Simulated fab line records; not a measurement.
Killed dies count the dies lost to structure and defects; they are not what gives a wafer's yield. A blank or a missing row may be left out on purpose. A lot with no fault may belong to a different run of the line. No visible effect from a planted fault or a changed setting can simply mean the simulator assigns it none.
Chamber matching | flow gf180mcu | pecvd-01 running GF_PASSIVATION_CVD_02: 3 sister chambers
The step deposits Si3N4, target thk 700 nm, time 486.18 s. 5 wafers are shown with their chamber, then 7 later ones without.

== WAFERS WITH THEIR CHAMBER ==
wafer  | chamber | heater_power_w (W) | susceptor_temp_C (C)
L318.1 | 1       | 845                | 399.88
L318.6 | 1       | 892                | 399.80
L330.2 | 2       | 737                | 399.68
L333.1 | 0       | 756                | 400.29
L333.5 | 0       | 631                | 400.09

== WAFERS WHOSE CHAMBER IS MISSING ==
wafer  | heater_power_w (W) | susceptor_temp_C (C)
L333.6 | 714                | 400.21
L336.1 | 786                | 400.25
L336.5 | 784                | 399.85
L336.6 | 853                | 399.89
L338.1 | 780                | 399.89
L338.5 | 875                | 400.14
L338.6 | 615                | 399.86

== THE CHAMBER EACH PASSED THROUGH ==
wafer  | from the rows above          | in truth
L333.6 | 0                            | 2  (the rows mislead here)
L336.1 | 0                            | 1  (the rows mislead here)
L336.5 | can't be placed: 1 or 2      | 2
L336.6 | 1                            | 1
L338.1 | can't be placed: 1 or 2 or 0 | 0
L338.5 | can't be placed: 0 or 1 or 2 | 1
L338.6 | can't be placed: 2 or 0 or 1 | 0
1 of 7 placed correctly. These rows do not allow placing 4 (true chamber among the candidates in 4). Number placed wrongly: 2.
How it was worked out, from the rows above alone: a wafer's distance from a chamber is the root of the sum, over the readings, of the square of ((its reading less the chamber's mean) divided by the reading's scatter). If the next closest chamber is less than 2 further off than the closest, the wafer can't be placed; otherwise it belongs to the closest. The mean given for a chamber averages the wafers shown for that chamber. The scatter: take each reading less its chamber's mean, square it, sum over the shown wafers, divide by the number of wafers less the number of chambers, and take the root.
